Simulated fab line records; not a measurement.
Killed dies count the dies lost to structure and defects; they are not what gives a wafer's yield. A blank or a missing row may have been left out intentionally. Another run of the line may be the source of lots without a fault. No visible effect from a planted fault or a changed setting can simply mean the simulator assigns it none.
Problem report in the 8D (eight disciplines) form, filled by code + flow sky130 + the parts of the form that need people (team, actions taken, sign-off) are left out

== 1. THE PROBLEM ==
Wafers without a fault read 3999.9 W, standard deviation 0.74; cathode dc power W at SKY_VIA1_SPUTTER_20 reads a mean of 3662.6 W on 6 wafers belonging to 2 lots. That is -99 or more standard deviations from the usual mean.
The step: material TiN, target thk 20 nm, time 80 s.
First observed at day 36 17:02: wafer L847.1, on pvd sputter-01. The record holds 36 wafers of 12 lots with a number at this step. By rule, "out" or "out of limits" means more than 4 standard deviations away from the usual mean. The other wafers with a number count as sound.

== 2. WHAT IT IS, AND WHAT IT ISN'T ==
| question                    | is                     | is not                                                                                             |
|-----------------------------|------------------------|----------------------------------------------------------------------------------------------------|
| which readings at this step | cathode dc power W     | throttle valve pct                                                                                 |
| which lots                  | L847, L849             | L839, L842, L843, L844, L850, L853, L854, L857, L858, L861                                         |
| which wafers of those lots  | all that have a number | -                                                                                                  |
| read on which tools         | pvd sputter-01         | pvd sputter-02, pvd sputter-04                                                                     |
| when                        | from day 36 17:02      | up to then (12 sound wafers); but 18 sound wafers of L850, L853, L854, L857, L858, L861 came after |

== 3. THE SUSPECTS, EACH WITH WHAT RULES IT OUT ==
Counting: a tool stays on the suspect list if, at a process step up to the reading, it processed all lots that are out and no sound lot following the first of them.
- cmp-02 at SKY_CONTACT_CMP_27 (polishes, stops on SiO2, t overpolish 15 s, target thk 0 nm): ruled out as a lasting fault. Following L847 (day 34 10:15), the first lot on it that is out, the sound lots L850, L853, L857, L861 were run on it.
- pvd sputter-03 at SKY_METAL1_SPUTTER_00 (material Ti, target thk 15 nm, time 10 s): ruled out as a lasting fault. Following L847 (day 34 10:33), the first lot on it that is out, the sound lots L850, L857 were run on it.
- pvd sputter-01 at SKY_VIA1_SPUTTER_20 (material TiN, target thk 20 nm, time 80 s): kept. It ran every lot that is out, first L847 (day 36 17:02), and no sound lot after that; its last sound lot up to then is L844 (day 36 07:14). Out on those wafers are its own readings of cathode dc power W.
After counting, what remains is pvd sputter-01 at SKY_VIA1_SPUTTER_20.

== 4. THE CAUSE (what the simulator had put in) ==
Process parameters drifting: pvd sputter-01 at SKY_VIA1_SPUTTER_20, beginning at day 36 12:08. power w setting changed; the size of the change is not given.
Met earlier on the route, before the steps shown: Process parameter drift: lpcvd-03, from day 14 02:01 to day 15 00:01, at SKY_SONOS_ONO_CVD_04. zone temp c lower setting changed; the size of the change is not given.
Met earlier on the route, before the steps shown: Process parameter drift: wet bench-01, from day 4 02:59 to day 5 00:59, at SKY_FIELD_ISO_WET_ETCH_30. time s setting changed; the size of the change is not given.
Counting left only this tool.

== 5. THE CHAIN OF EFFECTS, in route order ==
Each row: a reading whose mean over the struck wafers that have a number lies more than 3 standard deviations from the usual. Readings are gone through only where the record gives a usual standard deviation; hours: the median, over the lots, of the time from a lot's start at the first step in this table giving one to that lot's start at this step; sigmas: the change measured in usual standard deviations.
| hours | step                | reading            | usual    | on struck wafers | change | sigmas      |
|-------|---------------------|--------------------|----------|------------------|--------|-------------|
| 0     | SKY_VIA1_SPUTTER_20 | cathode dc power W | 3999.9 W | 3662.6           | -337.3 | -99 or more |
Here are the process steps it includes:
- SKY_VIA1_SPUTTER_20: material TiN, target thk 20 nm, time 80 s.

== 6. HOW IT WOULD HAVE BEEN CAUGHT EARLIER ==
In this record the first reading out of limits was taken at day 36 17:02, 5 hours after the fault began at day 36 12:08.
